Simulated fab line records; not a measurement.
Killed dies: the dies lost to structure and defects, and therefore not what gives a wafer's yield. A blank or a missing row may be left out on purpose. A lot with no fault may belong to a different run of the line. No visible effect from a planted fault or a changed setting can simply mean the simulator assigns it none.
Matching of chambers    flow gf180mcu    4 sister chambers for GF_POLY_GATE_ETCH_13 on rie-si-02
The step etches poly-Si in HBr/Cl2, stops on SiO2, target depth 198.5 nm, time 69.6 s. 8 wafers are shown with their chamber, then 8 later ones without.

WAFERS WITH THEIR CHAMBER
wafer   chamber  drypump-motor-current-A (A)  oes-product-au (a.u.)
L126.2  3        5.4                          0.989
L128.2  3        5.4                          0.989
L132.2  2        5.5                          0.982
L132.6  0        5.9                          0.978
L135.1  2        5.5                          0.985
L135.3  1        5.5                          0.994
L135.6  1        5.5                          0.986
L141.1  0        6.0                          0.983

WAFERS WITH NO CHAMBER GIVEN
wafer   drypump-motor-current-A (A)  oes-product-au (a.u.)
L141.4  5.3                          0.994
L141.5  5.5                          0.989
L142.2  5.5                          0.991
L142.3  5.3                          0.988
L142.6  5.5                          0.986
L143.1  5.5                          0.987
L143.2  5.3                          0.995
L143.3  5.5                          0.985

EACH ONE'S CHAMBER
wafer   from the rows above      in truth
L141.4  3                        3
L141.5  can't be placed: 1 or 2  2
L142.2  can't be placed: 1 or 2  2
L142.3  3                        3
L142.6  can't be placed: 2 or 1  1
L143.1  can't be placed: 1 or 2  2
L143.2  3                        3
L143.3  can't be placed: 2 or 1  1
Correctly placed: 3 of 8. Cannot be placed on the basis of these rows: 5; the candidates contain the true chamber in 5. 0 placed wrongly.
How it was worked out, from the rows above alone: a wafer's distance from a chamber is the root of the sum, over the readings, of the square of ((its reading less the chamber's mean) divided by the reading's scatter). If the next closest chamber is less than 2 further off than the closest, the wafer can't be placed; otherwise it belongs to the closest. Each chamber's mean is taken over the wafers shown for it. The scatter: the root of (the sum of the squares of (reading less its chamber's mean) over the shown wafers, divided by (wafers less chambers)).
